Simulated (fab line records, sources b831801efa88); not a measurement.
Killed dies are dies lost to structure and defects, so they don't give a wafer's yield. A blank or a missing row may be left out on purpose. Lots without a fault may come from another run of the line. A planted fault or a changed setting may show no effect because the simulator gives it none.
A struck lot beside a sound one | flow sky130 | 15 steps out of a route of 708
Sound: wafers L115.2, L115.3, L115.5. Struck: wafers L135.3, L135.5, L135.6. The cause comes at the end.
At each step with rows: each side's tool, then ch and its chambers, then its first start. Under that, the readings that differ: sound wafers | struck wafers | difference of the means | sigmas: that difference in standard deviations of wafers without a fault.
alike: readings whose means differ by less than 2 such deviations, and words and numbers that are the same on both sides. not compared: withheld readings, readings that some wafer has no value for, bounds like >300 that may hide the same value, and numbers for which the record gives no deviation and whose values overlap.
The two part at a step that has a row with sigmas, a row that says differs or no value, or rows on one side only. Numbers that don't overlap but have no deviation are shown without sigmas and don't part them. A reading that every wafer of one side lacks parts them only if that side has two wafers or more.

SKY_VIA4_THK_MEAS_20: measures by xrf.
  sound on film_metro-02, day 44 02:26; struck on film_metro-02, day 48 15:58
  reading         | sound       | struck      | difference | sigmas
  VIA4_W_THK (nm) | 484 481 481 | 499 494 500 | +16        | +2
SKY_VIA4_CMP_21: polishes, stops on SiO2, t overpolish 25 s, target thk 0 nm.
  sound on cmp-01 ch 1,2,3, day 44 02:29; struck on cmp-01 ch 0,1, day 48 16:04
  alike: motor_current_A, overpolish_run_s, time_to_endpoint_s
then, 1 step without rows for these wafers: SKY_METAL5_SPUTTER_00 (material Ti, target thk 15 nm, time 10 s).
SKY_METAL5_SPUTTER_01: material TiN, target thk 20 nm, time 16.7 s.
  sound on pvd_sputter-04, day 44 02:49; struck on pvd_sputter-02, day 48 16:20
  alike: throttle_valve_pct
SKY_METAL5_SPUTTER_02: material AlCu, target thk 1150 nm, time 61.2 s.
  sound on pvd_sputter-04, day 44 02:50; struck on pvd_sputter-02, day 48 16:22
  alike: throttle_valve_pct
SKY_METAL5_SPUTTER_03: material Ti, target thk 5 nm, time 3.3 s.
  sound on pvd_sputter-04, day 44 02:53; struck on pvd_sputter-02, day 48 16:25
  alike: throttle_valve_pct
SKY_METAL5_SPUTTER_04: material TiN, target thk 70 nm, time 58.3 s.
  sound on pvd_sputter-04, day 44 02:55; struck on pvd_sputter-02, day 48 16:25
  alike: throttle_valve_pct
SKY_METAL5_RS_MEAS_05: measures by four-point-probe.
  sound on film_metro-02, day 44 02:59; struck on film_metro-02, day 48 16:31
  alike: METAL5_ALCU_RS
SKY_METAL5_THK_MEAS_06: measures by xrf.
  sound on film_metro-02, day 44 03:05; struck on film_metro-02, day 48 16:37
  alike: METAL5_ALCU_THK
then, 3 steps without rows for these wafers: SKY_METAL5_DEHYDRATE_07 (time 60 s); SKY_METAL5_HMDS_08 (prime time 60 s); SKY_METAL5_COAT_09 (resist thk 1800 nm).
SKY_METAL5_SOFTBAKE_10: time 60 s.
  sound on litho_track-03 ch 0, day 44 13:38; struck on litho_track-03 ch 0, day 49 01:43
  reading                  | sound             | struck            | difference | sigmas
  heater_power_total_W (W) | 56.60 56.57 56.60 | 58.22 58.20 58.02 | +1.56      | +39
  plate_temp_C (C)         | 89.91 90.11 89.96 | 91.30 91.69 91.54 | +1.52      | +11
then, 1 step without rows for these wafers: SKY_METAL5_EXPOSE_11 (exposes mask MM5, target cd 1600 nm).
SKY_PAD_OPEN_PROBE_99:
  sound on prober-02, day 46 23:14; struck on prober-01, day 50 22:44
  alike: defect_limited_yield, killed_at_M0_to_M3, killed_at_M4_up, killed_at_contacts, killed_at_front_end, killed_at_other, killed_dies, killed_open, killed_short, sort_bin_3_pad_short, sort_bin_5_function, sort_bin_6_memory, sort_bin_8_speed, sort_n_pass, sort_yield_pct

WHERE THEY PART
First at SKY_VIA4_THK_MEAS_20; last, within this record, at SKY_METAL5_SOFTBAKE_10. Later steps at which nothing parts them and some readings are alike: SKY_PAD_OPEN_PROBE_99.

WHY: what the simulator had put in
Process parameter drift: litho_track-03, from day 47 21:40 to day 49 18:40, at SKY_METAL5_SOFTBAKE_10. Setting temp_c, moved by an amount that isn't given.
